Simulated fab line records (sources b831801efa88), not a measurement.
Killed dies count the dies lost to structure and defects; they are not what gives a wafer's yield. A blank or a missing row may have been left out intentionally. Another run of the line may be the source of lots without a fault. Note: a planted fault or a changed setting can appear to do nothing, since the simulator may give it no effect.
What tool caused it?    flow gf180mcu    at 1 step of a route of 602, 13 lots with 36 wafers sampled

WHAT EACH GAUGE READ, for each wafer
GF_STI_THK_MEAS_04. Usual: STI_CVD_03_THK 207.5 nm, standard deviation 2.3.
lot   measured     on             STI_CVD_03_THK (nm)  flag
L818  day 1 13:34  film-metro-02  210.8 209.2 212.1    
L819  day 1 18:41  film-metro-03  203.4 201.4 202.7    
L821  day 2 05:41  film-metro-03  206.5 206.3 207.2    
L822  day 2 10:43  film-metro-01  207.8 208.2 208.3    
L826  day 3 05:58  film-metro-03  210.3 209.6          
L827  day 3 10:34  film-metro-03  209.2 208.9          
L830  day 4 02:32  film-metro-01  209.2 208.8          
L834  day 4 21:40  film-metro-02  204.8 204.7 205.3    
L836  day 5 08:21  film-metro-01  204.6 205.2 205.6    
L837  day 5 13:41  film-metro-02  211.2 212.6 212.4    
L839  day 5 22:35  film-metro-01  206.1 207.6 206.0    
L840  day 6 04:07  film-metro-01  210.2 208.7 210.0    
L841  day 6 08:34  film-metro-02  204.9 205.4 203.4    

WHICH TOOL RAN EACH LOT (tool, then ch and the chambers of the sampled wafers, then the start)
No process step before these readings appears in the record.

WHAT THE TOOLS THEMSELVES READ (means of the sampled wafers that have a number; where no wafer has one, the mark that the record gives instead)
The record holds no such reading with a usual standard deviation.

THE ANSWER, worked out from the rows above alone
Rule: lot off if the mean of its wafers having a number is beyond 3 standard deviations from the usual mean. A lot without any number at a reading at which 4 lots or more have one is off too. All remaining lots with rows at the step are treated as sound. After the gauges, taken in route order, come the tools' own readings; for these a lot's mean is taken, as printed above. At the first step where some lot is off, the reading lying furthest off is the one used; lots without a number count as furthest.
No lot is off on any of the readings shown, so nothing can be concluded from this.

WHAT WAS PUT IN BY THE SIMULATOR
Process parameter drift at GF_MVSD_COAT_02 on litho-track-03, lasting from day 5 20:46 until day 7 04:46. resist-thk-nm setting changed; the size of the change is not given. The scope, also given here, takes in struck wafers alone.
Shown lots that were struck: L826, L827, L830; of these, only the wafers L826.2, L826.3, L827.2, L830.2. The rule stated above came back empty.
